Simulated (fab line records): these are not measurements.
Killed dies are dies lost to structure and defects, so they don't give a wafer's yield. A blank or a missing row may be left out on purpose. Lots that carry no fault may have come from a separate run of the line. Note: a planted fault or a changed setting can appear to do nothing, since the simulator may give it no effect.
fab line records	flow gf180mcu
record: lots: 6	wafers: 18	last_day: 33
route steps=602 shown MVSD@75 MVPSD@78 VT_IMPLANT@90
lots that met no fault: from a run of the same line without faults
start_h: the number of hours between the record's first day and the start of the first shown wafer of the lot	wait_h: hours elapsed since this lot's preceding step	" same as the row above	L1.1+2: a row that stands for several wafers	- value missing, or start not given	* or withheld: withheld	< > ~ a bound
route shown NAME@n: a module of which the file shows steps, and the number in the route of the first	usual: mean and standard deviation over wafers with no fault	same: alike in all rows	chamber/n: place in a boat	sites: the reading at each site	_std_site: their standard deviation	_edge_site: outer sites' mean less inner sites'	radius_mm: how far each site lies from the wafer's centre	mask NAME#n: copy n	behind: the last tool/chamber to shape the wafer	hold: why the lot went on hold/how many hours it stayed there/how the hold came to an end	device: names the non-switching transistor (n, p or np)	end of line: the tests these same wafers got at the end of their route	for a step that has no rows: nothing shown but its recipe	killed: not the wafer's yield, but the dies lost to structure and defects at the first sort	map: a wafer's dies, marking killed ones x, the rest . and places with no die _
set.NAME: the run value of the setting; set.NAME@STEP: its run value at that earlier step	model.NAME: the simulator's own value behind a step, which no gauge read
lots seen at some steps along the route; tables by step, rows by wafer
services: when a tool's chamber went out of use (start_h, in hours from the record's first day, below 0 if earlier), for how many hours, and the reason
== steps ==
step: GF_MVSD_IMPLANT_09
recipe: species: P	energy_kev: 100	dose_cm2: 5e+12	tilt_deg: 0
step: GF_MVSD_STRIP_10
recipe: chemistry: O2/N2	power_w: 1400	pressure_mtorr: 1500	platen_temp_c: 250	o2_flow_sccm: 3000	n2_flow_sccm: 300	overash_fraction: 0.5
usual: drypump_motor_current_A: 5.8/0.4	heater_power_w: 338/25	oes_product_au: 0.722/0.0045	strip_time_to_endpoint_s: 36.93/0.088
lot.wafer	tool	chamber	start_h	wait_h	drypump_motor_current_A	heater_power_w	oes_product_au	rf_hours_counter_h	strip_time_to_endpoint_s
L918.2	plasma_asher-04	0	83.48	0.1	5.2	343	0.716	42	36.94
L918.5	"	1	"	"	6.0	306	0.716	-	37.05
L918.6	"	0	"	"	5.2	349	0.717	-	36.96
L919.2	plasma_asher-03	1	87.88	0.1	6.1	390	0.721	42	37.04
L919.3	"	0	"	"	5.4	345	0.718	-	37.02
L919.4	"	1	"	"	6.0	394	0.728	-	37.01
L934.2	plasma_asher-02	1	176.28	0.1	6.2	328	0.726	51	37.15
L934.3	"	1	"	"	6.2	320	0.720	-	37.09
L934.5	"	1	"	"	6.2	332	0.724	-	37.03
L935.4	plasma_asher-04	0	180.56	0.1	5.2	347	0.729	-	36.88
L935.5	"	0	"	"	5.2	337	0.719	-	36.92
L935.6	"	1	"	"	6.1	310	0.721	-	36.90
L937.1	plasma_asher-04	1	193.40	0.1	6.0	305	0.714	53	36.99
L937.3	"	1	"	"	6.0	311	0.718	-	36.85
L937.6	"	1	"	"	6.0	304	0.718	-	37.01
L939.2	plasma_asher-04	1	204.51	0.1	6.1	308	0.721	55	36.95
L939.3	"	1	"	"	6.1	314	0.731	-	36.86
L939.6	"	0	"	"	5.2	350	0.731	-	36.97
step: GF_MVSD_TW_MEAS_11
usual: MVSD_TW: 1587/20
lot.wafer	tool	chamber	start_h	wait_h	MVSD_TW
L918.2	film_metro-01	-	83.59	0.1	1609
L918.5	"	-	"	"	1606
L918.6	"	-	"	"	1609
L919.2	film_metro-03	-	87.99	0.1	1563
L919.3	"	-	"	"	1575
L919.4	"	-	"	"	1564
L934.2	film_metro-03	-	176.39	0.1	1582
L934.3	"	-	"	"	1569
L934.5	"	-	"	"	1574
L935.4	film_metro-03	-	180.66	0.1	1574
L935.5	"	-	"	"	1573
L935.6	"	-	"	"	1577
L937.1	film_metro-03	-	193.50	0.1	1568
L937.3	"	-	"	"	1569
L937.6	"	-	"	"	1569
L939.2	film_metro-04	-	204.62	0.1	1580
L939.3	"	-	"	"	1576
L939.6	"	-	"	"	1568
step: GF_MVPSD_DEHYDRATE_00
recipe: temp_c: 200	time_s: 60
step: GF_MVPSD_HMDS_01
recipe: prime_time_s: 60	prime_temp_c: 120
step: GF_MVPSD_COAT_02
recipe: spin_rpm: 2000	resist_thk_nm: 3000
step: GF_MVPSD_SOFTBAKE_03
recipe: temp_c: 110	time_s: withheld
step: GF_MVPSD_EXPOSE_04
recipe: mask_id: MVPSD	target_cd_nm: 1000	na: 0.6	source_shape: conventional	sigma_outer: 0.6	dose_mj: 260
step: GF_MVPSD_PEB_05
recipe: temp_c: 115	time_s: withheld
step: GF_MVPSD_DEVELOP_06
recipe: wall_angle_deg: 90	develop_time_s: 60	dev_temp_c: 23
step: GF_MVPSD_OVL_MEAS_07
usual: MVPSD_OVL: 0.9/1.6
lot.wafer	tool	chamber	start_h	wait_h	MVPSD_OVL[nm]
L918.2	overlay-01	-	97.13	-	-0.2
L918.5	"	-	"	"	-1.0
L918.6	"	-	"	"	0.3
L919.2	overlay-02	-	101.58	-	2.7
L919.3	"	-	"	"	3.3
L919.4	"	-	"	"	2.8
L934.2	overlay-01	-	193.18	-	1.1
L934.3	"	-	"	"	3.2
L934.5	"	-	"	"	0.1
L935.4	overlay-01	-	197.20	-	1.0
L935.5	"	-	"	"	-0.9
L935.6	"	-	"	"	1.2
L937.1	overlay-02	-	210.82	-	1.0
L937.3	"	-	"	"	1.6
L937.6	"	-	"	"	1.0
L939.2	overlay-02	-	222.03	-	1.7
L939.3	"	-	"	"	1.9
L939.6	"	-	"	"	1.9
step: GF_MVPSD_IMPLANT_08
recipe: species: B	energy_kev: 170	dose_cm2: 1.5e+13	tilt_deg: 0
step: GF_MVPSD_IMPLANT_09
recipe: species: B	energy_kev: 40	dose_cm2: 5e+12	tilt_deg: 0
usual: beam_energy_keV: 40.003/0.012	beam_on_s: 10.01/0.2
lot.wafer	tool	chamber	start_h	wait_h	beam_energy_keV	beam_on_s
L918.2	implanter-04	0	97.34	0.1	40.008	9.74
L918.5	"	0	"	"	39.990	9.69
L918.6	"	0	"	"	40.012	9.72
L919.2	implanter-04	0	101.79	0.1	40.002	9.60
L919.3	"	0	"	"	39.987	9.77
L919.4	"	0	"	"	39.993	10.36
L934.2	implanter-03	-	193.39	0.1	-	-
L934.3	"	-	"	"	-	-
L934.5	"	-	"	"	-	-
L935.4	implanter-04	-	197.44	0.1	-	-
L935.5	"	-	"	"	-	-
L935.6	"	-	"	"	-	-
L937.1	implanter-03	0	211.00	0.1	39.992	9.76
L937.3	"	0	"	"	39.996	9.87
L937.6	"	0	"	"	39.999	9.98
L939.2	implanter-01	0	222.24	0.1	40.022	10.14
L939.3	"	0	"	"	40.011	9.97
L939.6	"	0	"	"	39.992	9.84
step: GF_MVPSD_STRIP_10
recipe: chemistry: O2/N2	power_w: 1400	pressure_mtorr: 1500	platen_temp_c: 250	o2_flow_sccm: 3000	n2_flow_sccm: 300	overash_fraction: 0.5
usual: drypump_motor_current_A: 5.8/0.43	heater_power_w: 356/24	oes_product_au: 0.723/0.0045	strip_time_to_endpoint_s: 36.91/0.089
lot.wafer	tool	chamber	start_h	wait_h	drypump_motor_current_A	heater_power_w	oes_product_au	rf_hours_counter_h	strip_time_to_endpoint_s
L918.2	plasma_asher-03	0	97.46	0.1	5.4	343	0.714	43	36.98
L918.5	"	0	"	"	5.4	349	0.726	-	36.95
L918.6	"	1	"	"	6.1	389	0.725	-	36.91
L919.2	plasma_asher-01	0	101.91	0.1	5.9	371	0.721	33	36.96
L919.3	"	0	"	"	5.9	375	0.730	-	37.04
L919.4	"	1	"	"	4.8	374	0.727	-	37.07
L934.2	plasma_asher-02	0	193.51	0.1	5.8	373	0.721	53	36.89
L934.3	"	1	"	"	6.2	328	0.729	-	36.94
L934.5	"	0	"	"	5.8	381	0.728	-	37.01
L935.4	plasma_asher-02	1	197.55	0.1	6.2	323	0.723	-	36.98
L935.5	"	1	"	"	6.2	335	0.729	-	37.05
L935.6	"	0	"	"	5.8	374	0.718	-	37.02
L937.1	plasma_asher-02	0	211.15	0.1	5.8	381	0.716	54	36.96
L937.3	"	1	"	"	6.2	324	0.724	-	36.89
L937.6	"	1	"	"	6.2	322	0.719	-	36.84
L939.2	plasma_asher-03	0	222.36	0.1	5.4	324	0.728	12	36.92
L939.3	"	1	"	"	6.0	367	0.725	-	36.86
L939.6	"	0	"	"	5.5	325	0.718	-	36.82
step: GF_MVPSD_TW_MEAS_11
usual: MVPSD_TW: 556/6.6
lot.wafer	tool	chamber	start_h	wait_h	MVPSD_TW
L918.2	film_metro-03	-	97.57	0.1	545
L918.5	"	-	"	"	547
L918.6	"	-	"	"	544
L919.2	film_metro-01	-	102.02	0.1	565
L919.3	"	-	"	"	561
L919.4	"	-	"	"	562
L934.2	film_metro-01	-	193.62	0.1	534
L934.3	"	-	"	"	533
L934.5	"	-	"	"	531
L935.4	film_metro-04	-	197.64	0.1	523
L935.5	"	-	"	"	522
L935.6	"	-	"	"	523
L937.1	film_metro-04	-	211.25	0.1	553
L937.3	"	-	"	"	552
L937.6	"	-	"	"	552
L939.2	film_metro-04	-	222.47	0.1	550
L939.3	"	-	"	"	551
L939.6	"	-	"	"	550
step: GF_VT_IMPLANT_DEHYDRATE_00
recipe: temp_c: 200	time_s: 60
step: GF_VT_IMPLANT_HMDS_01
recipe: prime_time_s: 60	prime_temp_c: 120
step: GF_VT_IMPLANT_COAT_02
recipe: resist: NOVOLAK	spin_rpm: 3000	resist_thk_nm: 1000
step: GF_VT_IMPLANT_SOFTBAKE_03
recipe: temp_c: 90	time_s: 60	resist: NOVOLAK
step: GF_VT_IMPLANT_EXPOSE_04
recipe: mask_id: LVPWELL_LV_AREA	target_cd_nm: 600	na: 0.6	source_shape: conventional	sigma_outer: 0.6	dose_mj: 140
step: GF_VT_IMPLANT_PEB_05
recipe: temp_c: withheld	time_s: *	resist: NOVOLAK
step: GF_VT_IMPLANT_DEVELOP_06
recipe: develop_time_s: 60	dev_temp_c: 23
step: GF_VT_IMPLANT_OVL_MEAS_07
usual: VT_IMPLANT_OVL: 0.6/1.1
lot.wafer	tool	chamber	start_h	wait_h	VT_IMPLANT_OVL[nm]
L918.2	overlay-02	-	112.18	0.1	1.5
L918.5	"	-	"	"	2.3
L918.6	"	-	"	"	0.6
L919.2	overlay-02	-	116.55	0.1	-1.5
L919.3	"	-	"	"	0.4
L919.4	"	-	"	"	-0.3
L934.2	overlay-01	-	210.83	0.1	0.1
L934.3	"	-	"	"	-0.3
L934.5	"	-	"	"	-0.4
L935.4	overlay-02	-	214.49	0.1	1.0
L935.5	"	-	"	"	1.2
L935.6	"	-	"	"	1.6
L937.1	overlay-01	-	227.98	0.1	0.5
L937.3	"	-	"	"	0.2
L937.6	"	-	"	"	2.1
L939.2	overlay-01	-	239.65	0.1	2.6
L939.3	"	-	"	"	0.7
L939.6	"	-	"	"	1.5
step: GF_VT_IMPLANT_IMPLANT_08
recipe: species: BF2	energy_kev: 20	dose_cm2: 8.29e+12	tilt_deg: 7
step: GF_VT_IMPLANT_STRIP_09
recipe: chemistry: O2/N2	power_w: 1400	pressure_mtorr: 1500	platen_temp_c: 250	o2_flow_sccm: 3000	n2_flow_sccm: 300	overash_fraction: 0.5
usual: drypump_motor_current_A: 5.6/0.47	heater_power_w: 350/26	oes_product_au: 0.716/0.0046	strip_time_to_endpoint_s: 12.655/0.03
lot.wafer	tool	chamber	start_h	wait_h	drypump_motor_current_A	heater_power_w	oes_product_au	rf_hours_counter_h	strip_time_to_endpoint_s
L918.2	plasma_asher-01	0	112.36	0.1	5.9	376	0.719	34	12.627
L918.5	"	1	"	"	4.8	376	0.720	-	12.654
L918.6	"	0	"	"	5.9	373	0.715	-	12.645
L919.2	plasma_asher-04	0	116.73	0.1	5.2	357	0.718	46	12.682
L919.3	"	0	"	"	5.2	356	0.713	-	12.699
L919.4	"	1	"	"	6.0	310	0.727	-	12.689
L934.2	plasma_asher-04	0	211.01	0.1	5.2	351	0.722	55	12.680
L934.3	"	1	"	"	6.1	307	0.713	-	12.677
L934.5	"	0	"	"	5.2	348	0.712	-	12.657
L935.4	plasma_asher-03	0	214.70	0.1	5.4	334	0.723	-	12.632
L935.5	"	0	"	"	5.4	332	0.710	-	12.665
L935.6	"	1	"	"	6.1	370	0.716	-	12.664
L937.1	plasma_asher-04	0	228.16	0.1	5.2	342	0.719	57	12.642
L937.3	"	1	"	"	6.1	310	0.722	-	12.639
L937.6	"	0	"	"	5.2	347	0.716	-	12.693
L939.2	plasma_asher-04	1	239.83	0.1	6.1	312	0.716	58	12.680
L939.3	"	1	"	"	6.1	302	0.723	-	12.707
L939.6	"	1	"	"	6.1	312	0.720	-	12.690
step: GF_VT_IMPLANT_TW_MEAS_10
usual: VT_IMPLANT_TW: 565/5.4
lot.wafer	tool	chamber	start_h	wait_h	VT_IMPLANT_TW
L918.2	film_metro-02	-	112.47	0.1	559
L918.5	"	-	"	"	562
L918.6	"	-	"	"	565
L919.2	film_metro-04	-	116.84	0.1	564
L919.3	"	-	"	"	559
L919.4	"	-	"	"	560
L934.2	film_metro-01	-	211.12	0.1	574
L934.3	"	-	"	"	577
L934.5	"	-	"	"	572
L935.4	film_metro-04	-	214.79	0.1	564
L935.5	"	-	"	"	566
L935.6	"	-	"	"	564
L937.1	film_metro-04	-	228.26	0.1	561
L937.3	"	-	"	"	560
L937.6	"	-	"	"	559
L939.2	film_metro-04	-	239.94	0.1	559
L939.3	"	-	"	"	560
L939.6	"	-	"	"	562
step: GF_VT_IMPLANT_DEHYDRATE_11
recipe: temp_c: 200	time_s: 60
step: GF_VT_IMPLANT_HMDS_12
recipe: prime_time_s: 60	prime_temp_c: 120
step: GF_VT_IMPLANT_COAT_13
recipe: resist: NOVOLAK	spin_rpm: 3000	resist_thk_nm: 1000
step: GF_VT_IMPLANT_SOFTBAKE_14
recipe: temp_c: 90	time_s: 60	resist: NOVOLAK
step: GF_VT_IMPLANT_EXPOSE_15
recipe: mask_id: Nwell_LV_AREA	target_cd_nm: 860	na: 0.6	source_shape: conventional	sigma_outer: 0.6	dose_mj: 140
step: GF_VT_IMPLANT_PEB_16
recipe: temp_c: withheld	time_s: *	resist: NOVOLAK
step: GF_VT_IMPLANT_DEVELOP_17
recipe: develop_time_s: 60	dev_temp_c: 23
step: GF_VT_IMPLANT_OVL_MEAS_18
usual: VT_IMPLANT_01_OVL: 0.1/1.3
lot.wafer	tool	chamber	start_h	wait_h	VT_IMPLANT_01_OVL[nm]
L918.2	overlay-02	-	126.88	0.1	1.4
L918.5	"	-	"	"	1.5
L918.6	"	-	"	"	0.7
L919.2	overlay-01	-	131.30	0.1	-0.9
L919.3	"	-	"	"	-0.9
L919.4	"	-	"	"	-1.6
L934.2	overlay-02	-	227.68	0.1	-1.4
L934.3	"	-	"	"	1.3
L934.5	"	-	"	"	0.8
L935.4	overlay-01	-	232.29	0.1	2.3
L935.5	"	-	"	"	2.2
L935.6	"	-	"	"	1.3
L937.1	overlay-02	-	245.73	0.1	-1.9
L937.3	"	-	"	"	-0.2
L937.6	"	-	"	"	-1.4
L939.2	overlay-01	-	258.48	0.1	0.7
L939.3	"	-	"	"	0.8
L939.6	"	-	"	"	1.0
step: GF_VT_IMPLANT_IMPLANT_19
recipe: species: As	energy_kev: 100	dose_cm2: 4.35e+12	tilt_deg: 7
step: GF_VT_IMPLANT_STRIP_20
recipe: chemistry: O2/N2	power_w: 1400	pressure_mtorr: 1500	platen_temp_c: 250	o2_flow_sccm: 3000	n2_flow_sccm: 300	overash_fraction: 0.5
usual: drypump_motor_current_A: 5.6/0.47	heater_power_w: 346/26	oes_product_au: 0.716/0.0046	strip_time_to_endpoint_s: 12.64/0.031
lot.wafer	tool	chamber	start_h	wait_h	drypump_motor_current_A	heater_power_w	oes_product_au	rf_hours_counter_h	strip_time_to_endpoint_s
L918.2	plasma_asher-03	0	127.06	0.1	5.4	327	0.716	1	12.60
L918.5	"	0	"	"	5.4	333	0.720	-	12.59
L918.6	"	1	"	"	6.1	359	0.718	-	12.65
L919.2	plasma_asher-04	1	131.48	0.1	6.1	314	0.722	47	12.65
L919.3	"	0	"	"	5.2	339	0.719	-	12.61
L919.4	"	1	"	"	6.1	310	0.719	-	12.64
L934.2	plasma_asher-01	0	227.86	0.1	5.9	380	0.713	46	12.60
L934.3	"	0	"	"	5.9	383	0.719	-	12.61
L934.5	"	0	"	"	5.9	377	0.714	-	12.67
L935.4	plasma_asher-03	1	232.50	0.1	6.1	369	0.715	-	12.59
L935.5	"	1	"	"	6.1	364	0.714	-	12.64
L935.6	"	0	"	"	5.4	322	0.726	-	12.68
L937.1	plasma_asher-04	1	245.91	0.1	6.1	303	0.708	59	12.64
L937.3	"	1	"	"	6.1	303	0.721	-	12.67
L937.6	"	1	"	"	6.1	299	0.720	-	12.63
L939.2	plasma_asher-01	1	258.66	0.1	4.8	371	0.719	49	12.66
L939.3	"	0	"	"	5.9	374	0.720	-	12.67
L939.6	"	1	"	"	4.8	373	0.712	-	12.65
step: GF_VT_IMPLANT_TW_MEAS_21
usual: VT_IMPLANT_2_TW: 1219/13
lot.wafer	tool	chamber	start_h	wait_h	VT_IMPLANT_2_TW
L918.2	film_metro-02	-	127.17	0.1	1216
L918.5	"	-	"	"	1209
L918.6	"	-	"	"	1209
L919.2	film_metro-01	-	131.59	0.1	1242
L919.3	"	-	"	"	1240
L919.4	"	-	"	"	1239
L934.2	film_metro-04	-	227.97	0.1	1211
L934.3	"	-	"	"	1210
L934.5	"	-	"	"	1209
L935.4	film_metro-02	-	232.59	0.1	1211
L935.5	"	-	"	"	1213
L935.6	"	-	"	"	1211
L937.1	film_metro-01	-	246.01	0.1	1230
L937.3	"	-	"	"	1234
L937.6	"	-	"	"	1236
L939.2	film_metro-04	-	258.77	0.1	1203
L939.3	"	-	"	"	1209
L939.6	"	-	"	"	1209
step: GF_VT_IMPLANT_DEHYDRATE_22
recipe: temp_c: 200	time_s: 60
step: GF_VT_IMPLANT_HMDS_23
recipe: prime_time_s: 60	prime_temp_c: 120
step: GF_VT_IMPLANT_COAT_24
recipe: resist: NOVOLAK	spin_rpm: 3000	resist_thk_nm: 1000
step: GF_VT_IMPLANT_SOFTBAKE_25
recipe: temp_c: 90	time_s: 60	resist: NOVOLAK
step: GF_VT_IMPLANT_EXPOSE_26
recipe: mask_id: LVPWELL_HV_AREA	target_cd_nm: 860	na: 0.6	source_shape: conventional	sigma_outer: 0.6	dose_mj: 140
step: GF_VT_IMPLANT_RS_MEAS_49
recipe: thk_meas_gauge: four-point-probe
usual: MVPSD_RS: 1169.1/2.7
lot.wafer	tool	chamber	start_h	wait_h	MVPSD_RS[ohm/sq]
L918.2	film_metro-01	-	159.15	0.1	1169.8
L918.5	"	-	"	"	1168.9
L918.6	"	-	"	"	1169.5
L919.2	film_metro-03	-	163.12	0.1	1170.8
L919.3	"	-	"	"	1168.5
L919.4	"	-	"	"	1166.7
L934.2	film_metro-04	-	265.62	0.1	1525.9
L934.3	"	-	"	"	1531.5
L934.5	"	-	"	"	1538.8
L935.4	film_metro-04	-	268.86	0.1	1539.9
L935.5	"	-	"	"	1539.3
L935.6	"	-	"	"	1535.6
L937.1	film_metro-03	-	284.74	0.1	1167.7
L937.3	"	-	"	"	1168.5
L937.6	"	-	"	"	1169.7
L939.2	film_metro-04	-	298.42	0.1	1167.9
L939.3	"	-	"	"	1168.7
L939.6	"	-	"	"	1165.1
== services ==
tool	chamber	start_h	hours	kind
plasma_asher-02	-	97.04	2.4	repair
plasma_asher-02	-	108.58	4.0	pm
plasma_asher-03	-	108.77	9.0	pm
plasma_asher-03	0	108.77	9.0	vent_cycle
plasma_asher-03	1	108.77	9.0	vent_cycle
implanter-01	-	111.13	2.1	repair
implanter-03	-	116.77	2.6	pm
plasma_asher-03	0	117.77	-	clean
plasma_asher-03	1	117.77	-	clean
plasma_asher-01	-	134.51	1.3	repair
implanter-04	-	139.20	10.0	repair
plasma_asher-04	-	139.58	0.6	repair
plasma_asher-01	-	141.30	7.3	repair
plasma_asher-02	-	162.56	3.5	repair
plasma_asher-04	-	164.45	2.8	pm
plasma_asher-02	-	184.19	0.7	repair
implanter-04	-	200.04	3.6	repair
implanter-04	-	222.35	1.9	repair
implanter-01	-	233.06	2.4	pm
implanter-04	-	239.35	15.8	repair
== key ==
first_sign: step: GF_MVPSD_IMPLANT_09	reading: tool_record	direction: missing
effect: step: GF_MVPSD_TW_MEAS_11	reading: MVPSD_TW	direction: down	sigmas: 4.2	usual: 556	struck: 528
effect: step: GF_VT_IMPLANT_RS_MEAS_49	reading: MVPSD_RS	direction: up	sigmas: 99+	usual: 1169.1	struck: 1535.2
met_at GF_MVPSD_IMPLANT_09
struck_wafers L934.2,L934.3,L934.5,L935.4,L935.5,L935.6
later_rows_left_out L934.2,L934.3,L934.5,L935.4,L935.5,L935.6
sort_left_out L934.2,L934.3,L934.5,L935.4,L935.5,L935.6
tester_left_out L934,L935
onset_between 101.79 193.39
fault: kind: skipped_step_whole	tool: implanter-03,implanter-04	chamber: -	onset_h: 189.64	steps: GF_MVPSD_IMPLANT_09	scope: struck_lots_only
tester_left_out: of these lots the tester's yield and bins aren't shown, on N5 and GAA mostly nor the transistor test; their killed dies are dies lost to structure and defects alone, not to doping, threshold or leakage, so they don't give the yield
sort_left_out: the simulated sort isn't trusted on such a fault, so these wafers' sort isn't shown, and their yield isn't known
later_rows_left_out: the simulator's readings of these wafers behind a module that went badly wrong aren't trusted and aren't shown, but for the sort
